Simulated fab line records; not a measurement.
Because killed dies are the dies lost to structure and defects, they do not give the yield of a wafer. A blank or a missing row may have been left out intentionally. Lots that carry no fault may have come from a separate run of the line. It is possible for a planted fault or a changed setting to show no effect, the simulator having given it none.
A lot that was struck, set against a sound lot :: flow sky130 :: 19 out of 708 route steps
Sound: wafers L591.1, L591.4, L591.5. The struck wafers were L593.2, L593.5, L593.6. At the end, the cause is stated.
At each step with rows: each side's tool, then ch and its chambers, then its first start. Under that, the readings that differ: sound wafers :: struck wafers :: difference of the means :: sigmas: that difference in standard deviations of wafers without a fault.
alike: same words and numbers on both sides, and readings whose means sit less than 2 such deviations apart. not compared: any withheld reading, any reading some wafer has no value for, any bound like >300 that may hide the same value, and any number with overlapping values for which the record gives no deviation.
A row with sigmas, a row that says differs or no value, or rows on one side alone: a step with any of these is where the two part. Non-overlapping numbers with no deviation appear without sigmas and do not part them. A reading that every wafer of one side lacks parts them only if that side has two wafers or more.

first, 1 step without rows for these wafers: SKY_LDD_HVP_IMPLANT_08.
SKY_LDD_HVP_STRIP_09: strips in O2/N2.
  sound on plasmaAsher-03 ch 0,1, day 26 03:16; struck on plasmaAsher-04 ch 0,1, day 27 01:01
  alike: drypumpMotorCurrentA, oesProductAu, stripTimeToEndpointS
  not compared: rfHoursCounterH
SKY_LDD_HVP_TW_MEAS_10:
  struck on filmMetro-03, day 27 01:08; sound on filmMetro-03, day 26 03:22
  alike: LDD_HVP_TW
then, 7 steps without rows for these wafers: SKY_LDD_LDN_DEHYDRATE_00 (time 60 s); SKY_LDD_LDN_HMDS_01 (prime time 60 s); SKY_LDD_LDN_COAT_02 (resist thk 1140 nm); SKY_LDD_LDN_SOFTBAKE_03 (time 60 s); SKY_LDD_LDN_EXPOSE_04 (exposes mask LDNTM, target cd 700 nm); SKY_LDD_LDN_PEB_05; SKY_LDD_LDN_DEVELOP_06 (develop time 60 s).
SKY_LDD_LDN_OVL_MEAS_07:
  struck on overlay-02, day 28 05:46; sound on overlay-01, day 27 08:30
  alike: LDD_LDN_OVL
then, 1 step without rows for these wafers: SKY_LDD_LDN_IMPLANT_08.
SKY_LDD_LDN_IMPLANT_09:
  sound on implanter-04 ch 0, day 27 08:41; struck on implanter-02 ch 0, day 28 06:17
then, 2 steps without rows for these wafers: SKY_LDD_LDN_IMPLANT_10; SKY_LDD_LDN_IMPLANT_11.
SKY_LDD_LDN_STRIP_12: strips in O2/N2.
  sound on plasmaAsher-03 ch 1, day 27 09:08; struck on plasmaAsher-03 ch 0,1, day 28 06:42
  alike: drypumpMotorCurrentA, oesProductAu, stripTimeToEndpointS
  not compared: rfHoursCounterH
SKY_LDD_LDN_TW_MEAS_13:
  struck on filmMetro-02, day 28 06:49; sound on filmMetro-01, day 27 09:14
reading: LDD_LDN_TW
sound: 1505 1503 1499
struck: 1568 1574 1571
difference: +69
sigmas: +5
then, 1 step without rows for these wafers: SKY_LDD_LDN_CLEAN_14 (cleans in SC1/SC2, time 150 s).
-- the record jumps here: 21 days lie between the struck wafers' starts before and after (it left off in module LDD_LDN and takes up again in module PAD_OPEN, whose first step shown is number 708 of the route) --
SKY_PAD_OPEN_PROBE_99:
  struck on prober-02, day 49 12:06; sound on prober-01, day 48 20:57
reading: model.etest.tipSonos.rsOhmSq
sound: 2779 2782 2782
struck: 2190 2182 2172
difference: -600
sigmas: 
  alike: killed_at_M0_to_M3, killed_at_M4_up, killedAtContacts, killedAtFrontEnd, killedAtOther, killedDies, killedOpen, killedShort

WHERE THEY PART
Only at SKY_LDD_LDN_TW_MEAS_13, as far as this record shows. Later steps at which nothing parts them and some readings are alike: SKY_PAD_OPEN_PROBE_99.

WHY: what had been put in by the simulator
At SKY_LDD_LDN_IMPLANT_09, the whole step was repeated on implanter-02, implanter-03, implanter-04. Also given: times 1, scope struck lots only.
